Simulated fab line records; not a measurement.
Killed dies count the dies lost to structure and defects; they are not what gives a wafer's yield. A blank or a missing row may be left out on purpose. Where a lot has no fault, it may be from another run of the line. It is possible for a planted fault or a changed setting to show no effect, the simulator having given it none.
A lot that was struck, set against a sound lot -- flow sky130 -- 24 steps out of a route of 708
Sound: these wafers, L804.1, L804.2, L804.3. Wafers struck: L810.2, L810.4, L810.5. Last of all comes the cause.
Order at every step that has rows: each side's tool, ch and its chambers, its first start. Under that, the readings that differ: sound wafers -- struck wafers -- difference of the means -- sigmas: that difference in standard deviations of wafers without a fault.
alike: words and numbers the same on both sides, and readings whose means are apart by under 2 such deviations; not compared: readings that were withheld, readings missing a value for some wafer, numbers with overlapping values and no deviation given by the record, and bounds like >300 which may hide the same value.
The two part at a step that has a row with sigmas, a row that says differs or no value, or rows on one side only. Numbers that don't overlap but have no deviation are shown without sigmas and don't part them. A reading that every wafer of one side lacks parts them only if that side has two wafers or more.

first, 8 steps without rows for these wafers: SKY_RES_XHIGH_DEHYDRATE_00 (time 60 s); SKY_RES_XHIGH_HMDS_01 (prime time 60 s); SKY_RES_XHIGH_COAT_02 (resist thk 1140 nm); SKY_RES_XHIGH_SOFTBAKE_03 (time 60 s); SKY_RES_XHIGH_EXPOSE_04 (exposes mask URPM, target cd 1270 nm); SKY_RES_XHIGH_PEB_05; SKY_RES_XHIGH_DEVELOP_06 (develop time 60 s); SKY_RES_XHIGH_IMPLANT_07.
SKY_RES_XHIGH_STRIP_08: strips in O2/N2.
  sound on plasmaAsher-04 ch 0,1, day 30 10:32; struck on plasmaAsher-01 ch 0,1, day 33 05:35
  alike: drypumpMotorCurrentA, oesProductAu, stripTimeToEndpointS
  not compared: rfHoursCounterH
SKY_RES_XHIGH_TW_MEAS_09:
  sound: filmMetro-02 at day 30 10:38; struck: filmMetro-01 at day 33 05:42
  alike: RES_XHIGH_TW
then, 2 steps without rows for these wafers: SKY_SD_N_DEHYDRATE_00 (time 60 s); SKY_SD_N_HMDS_01 (prime time 60 s).
SKY_SD_N_COAT_02: resist thk 1140 nm.
  sound on lithoTrack-01 ch 0, day 31 00:31; struck on lithoTrack-01 ch 0, day 33 18:53
reading,sound,struck,difference,sigmas
model.NOVOLAK_of_SD_N_COAT_02.thkNm (nm),1135 1137 1137,792 792.3 793.1,-344,
then, 3 steps without rows for these wafers: SKY_SD_N_SOFTBAKE_03 (time 60 s); SKY_SD_N_EXPOSE_04 (exposes mask NSDM, target cd 380 nm); SKY_SD_N_PEB_05.
SKY_SD_N_DEVELOP_06: develop time 60 s.
  sound on lithoTrack-02 ch 0, day 31 13:47; struck on lithoTrack-03 ch 0, day 34 08:16
reading,sound,struck,difference,sigmas
model.NOVOLAK_of_SD_N_COAT_02.thkNm (nm),1134 1136 1136,791.6 791.9 792.6,-343.3,
model.SD_N.cdNm (nm),383.9 381.3 381.9,418.5 420.9 419,+37.1,
SKY_SD_N_CD_MEAS_07: the cd target is 380 nm.
  sound: cdSem-01 at day 31 13:56; struck: cdSem-01 at day 34 08:24
reading,sound,struck,difference,sigmas
cdNm (nm),384.2 381.2 382.0,418.3 420.9 419.0,+36.9,+14
SKY_SD_N_OVL_MEAS_08:
  sound: overlay-02 at day 31 14:04; struck: overlay-01 at day 34 08:31
  alike: SD_N_OVL
then, 2 steps without rows for these wafers: SKY_SD_N_IMPLANT_09; SKY_SD_N_IMPLANT_10.
SKY_SD_N_STRIP_11: strips in O2/N2.
  sound on plasmaAsher-03 ch 0,1, day 31 14:24; struck on plasmaAsher-02 ch 0,1, day 34 08:50
reading,sound,struck,difference,sigmas
oesProductAu (a.u.),0.530 0.531 0.523,0.488 0.488 0.481,-0.042,-10
stripTimeToEndpointS (s),22.46 22.48 22.48,18.60 18.59 18.61,-3.87,-92
  alike: drypumpMotorCurrentA
  not compared: rfHoursCounterH
SKY_SD_N_TW_MEAS_12:
  sound: filmMetro-02 at day 31 14:30; struck: filmMetro-02 at day 34 08:57
  alike: SD_N_TW
SKY_PAD_OPEN_PROBE_99:
  sound wafers here have rows in the record (prober-02, day 48 14:26); struck ones have none

## WHERE THEY PART
First at SKY_SD_N_CD_MEAS_07; last, within this record, at SKY_PAD_OPEN_PROBE_99.

WHY: what had been put in by the simulator
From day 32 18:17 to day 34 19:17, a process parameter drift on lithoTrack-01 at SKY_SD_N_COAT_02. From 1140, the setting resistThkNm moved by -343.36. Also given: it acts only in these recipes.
